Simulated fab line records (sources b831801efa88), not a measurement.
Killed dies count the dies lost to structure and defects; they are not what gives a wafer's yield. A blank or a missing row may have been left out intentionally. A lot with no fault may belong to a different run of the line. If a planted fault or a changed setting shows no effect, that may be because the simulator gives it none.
Chamber matching / flow sfq line / cmp-01 running SFQ_TRILAYER_I3_CMP_CMP_082: 4 sister chambers
The step polishes SiO2. 4 wafers are shown with their chamber, then 8 later ones without.

WAFERS WITH THEIR CHAMBER
wafer=L243.3; chamber=3; motor current A (A)=10.2
wafer=L244.1; chamber=2; motor current A (A)=9.9
wafer=L244.2; chamber=1; motor current A (A)=10.3
wafer=L244.3; chamber=0; motor current A (A)=10.6

WAFERS WHOSE CHAMBER IS MISSING
wafer=L253.3; motor current A (A)=10.9
wafer=L253.5; motor current A (A)=11.2
wafer=L253.6; motor current A (A)=10.5
wafer=L254.2; motor current A (A)=9.8
wafer=L254.3; motor current A (A)=9.9
wafer=L254.4; motor current A (A)=10.1
wafer=L255.3; motor current A (A)=10.7
wafer=L255.2; motor current A (A)=10.6

EACH ONE'S CHAMBER
wafer=L253.3; from the rows above=can't be placed: 0 or 1 or 3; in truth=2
wafer=L253.5; from the rows above=can't be placed: 0 or 1 or 3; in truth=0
wafer=L253.6; from the rows above=can't be placed: 0 or 1 or 3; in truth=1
wafer=L254.2; from the rows above=can't be placed: 2 or 3 or 1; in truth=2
wafer=L254.3; from the rows above=can't be placed: 2 or 3 or 1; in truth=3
wafer=L254.4; from the rows above=can't be placed: 3 or 2 or 1 or 0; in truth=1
wafer=L255.3; from the rows above=can't be placed: 0 or 1 or 3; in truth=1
wafer=L255.2; from the rows above=can't be placed: 0 or 1 or 3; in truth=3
Correctly placed: 0 of 8. These rows do not allow placing 8 (true chamber among the candidates in 7). Placed wrongly: 0.
How it was worked out, from the rows above alone: a wafer's distance from a chamber is the root of the sum, over the readings, of the square of ((its reading less the chamber's mean) divided by the reading's scatter). If the next closest chamber is less than 2 further off than the closest, the wafer can't be placed; otherwise it belongs to the closest. A chamber's mean is the mean of its shown wafers. The scatter: with one shown wafer a chamber, the root of the mean of the squares of how far each hidden wafer lies from its nearest shown one.
